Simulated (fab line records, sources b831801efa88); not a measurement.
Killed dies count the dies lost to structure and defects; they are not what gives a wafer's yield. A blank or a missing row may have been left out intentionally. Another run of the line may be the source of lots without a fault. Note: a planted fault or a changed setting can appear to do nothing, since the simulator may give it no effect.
Which of the tools did it? | flow sky130 | at 1 step of a route of 708, 12 lots with 36 wafers sampled

== WHAT THE GAUGES READ, wafer by wafer ==
SKY_CONTACT_CD_MEAS_14: the cd target is 170 nm.
lot  | measured     | on        | cd_nm (nm)
L075 | day 31 11:37 | cd_sem-02 | 166.7 168.0 166.7
L077 | day 32 04:35 | cd_sem-02 | 170.4 170.8 170.0
L079 | day 33 03:49 | cd_sem-01 | 171.9 171.9 172.8
L081 | day 33 20:46 | cd_sem-01 | 169.0 170.8 169.1
L083 | day 35 02:46 | cd_sem-02 | 170.0 170.0 172.1
L085 | day 35 09:01 | cd_sem-01 | 169.0 170.0 168.9
L086 | day 35 21:59 | cd_sem-02 | 171.2 169.2 169.1
L089 | day 36 10:29 | cd_sem-01 | 168.0 168.5 168.0
L091 | day 37 06:58 | cd_sem-02 | 169.9 170.5 170.3
L093 | day 37 16:52 | cd_sem-01 | 169.2 169.8 168.6
L095 | day 38 06:17 | cd_sem-02 | 169.2 169.9 169.2
L097 | day 38 22:22 | cd_sem-01 | 169.3 168.3 168.1

== WHAT TOOL EACH LOT RAN ON (gives the tool, then ch and the chambers of the sampled wafers, and finally the start) ==
The record holds no process step before these readings.

== THE ANSWER, worked out from the rows above alone ==
Rule: the lots themselves supply what counts as usual. Put in order of their means at a reading, lots are off if they are a third of the lots or fewer, leave a main group of 4 or more, and stand apart from it by a gap of 3 or more times the standard deviation of the main group's means; of several such gaps the widest counts. The tables above print the reading to a certain number of digits; a main group whose means all agree to those digits is not used. Also off: a lot with no number at a reading for which 4 or more lots have one. The other lots that the step has rows for count as sound.
No lot is off at any reading shown: from this, nothing can be told.

== WHAT HAD BEEN PUT IN BY THE SIMULATOR ==
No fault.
